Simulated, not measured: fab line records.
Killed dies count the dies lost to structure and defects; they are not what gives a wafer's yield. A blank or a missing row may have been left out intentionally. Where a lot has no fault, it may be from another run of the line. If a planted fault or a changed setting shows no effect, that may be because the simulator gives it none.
Which tool is to blame? | flow sfq_line | 7 lots, 21 wafers sampled, at 4 steps of a route of 325

## WHAT EACH GAUGE READ, for each wafer
SFQ_I6_BOW_MEAS_941.
lot  | measured     | on            | I6_BOW (um)
L570 | day 71 12:34 | film_metro-04 | 12 14 14
L574 | day 72 18:43 | film_metro-03 | 18 7 11
L577 | day 73 06:13 | film_metro-03 | -7 2 7
L581 | day 79 07:46 | film_metro-01 | -6 -1 -4
L583 | day 81 04:33 | film_metro-01 | 15 0 12
L588 | day 86 01:20 | film_metro-01 | 17 18 9
L591 | day 86 09:55 | film_metro-03 | 14 5 1

## TOOL THAT RAN EACH LOT (tool first, then ch and the chambers of the sampled wafers, then the start)
lot  | SFQ_TRILAYER_I0_VIA_LITHO_EXPOSE_032 | SFQ_TRILAYER_M4_ETCH_METAL_ETCH_096 | SFQ_TRILAYER_A5C_DEP_PECVD_142
L570 | krf_scanner-02 ch 0, day 17 01:58    | rie_metal-02 ch 0,1, day 50 01:41   | pecvd-01 ch 0,2, day 65 18:44
L574 | krf_scanner-01 ch 0, day 19 06:56    | rie_metal-01 ch 0,1, day 51 12:25   | pecvd-01 ch 0,2, day 67 03:08
L577 | krf_scanner-01 ch 0, day 20 13:34    | rie_metal-02 ch 0,1, day 61 20:41   | pecvd-03 ch 1,2, day 67 22:10
L581 | krf_scanner-01 ch 0, day 21 00:22    | rie_metal-01 ch 0,1, day 62 07:29   | pecvd-01 ch 0,1,2, day 72 21:30
L583 | krf_scanner-01, day 21 02:46         | rie_metal-01 ch 0, day 62 12:23     | pecvd-04 ch 0,1, day 73 02:17
L588 | krf_scanner-01 ch 0, day 21 08:22    | rie_metal-03 ch 0,1, day 62 23:03   | pecvd-01 ch 1,2, day 77 09:52
L591 | krf_scanner-01 ch 0, day 21 12:10    | rie_metal-02 ch 0,1, day 63 07:27   | pecvd-03 ch 0,1,2, day 78 19:22
- SFQ_TRILAYER_I0_VIA_LITHO_EXPOSE_032: exposes mask I0, target cd 500 nm.
- SFQ_TRILAYER_M4_ETCH_METAL_ETCH_096: etches Nb in Cl2/Ar, stops on SiO2, target depth 240 nm, time 120 s.
- SFQ_TRILAYER_A5C_DEP_PECVD_142: deposits SiO2 from SiH4/N2O, time 15.556 s, target thk 70 nm.

## THE ANSWER, worked out from the rows above alone
Rule: what is usual is taken from the lots themselves. Put in order of their means at a reading, lots are off if they are a third of the lots or fewer, leave a main group of 4 or more, and stand apart from it by a gap of 3 or more times the standard deviation of the main group's means; of several such gaps the widest counts. A main group is skipped when, at the precision printed for the reading in the tables above, its means are all equal. A lot without any number at a reading at which 4 lots or more have one is off too. All remaining lots with rows at the step are treated as sound.
No lot is off on any of the readings shown, so nothing can be concluded from this.

## WHAT THE SIMULATOR PUT IN
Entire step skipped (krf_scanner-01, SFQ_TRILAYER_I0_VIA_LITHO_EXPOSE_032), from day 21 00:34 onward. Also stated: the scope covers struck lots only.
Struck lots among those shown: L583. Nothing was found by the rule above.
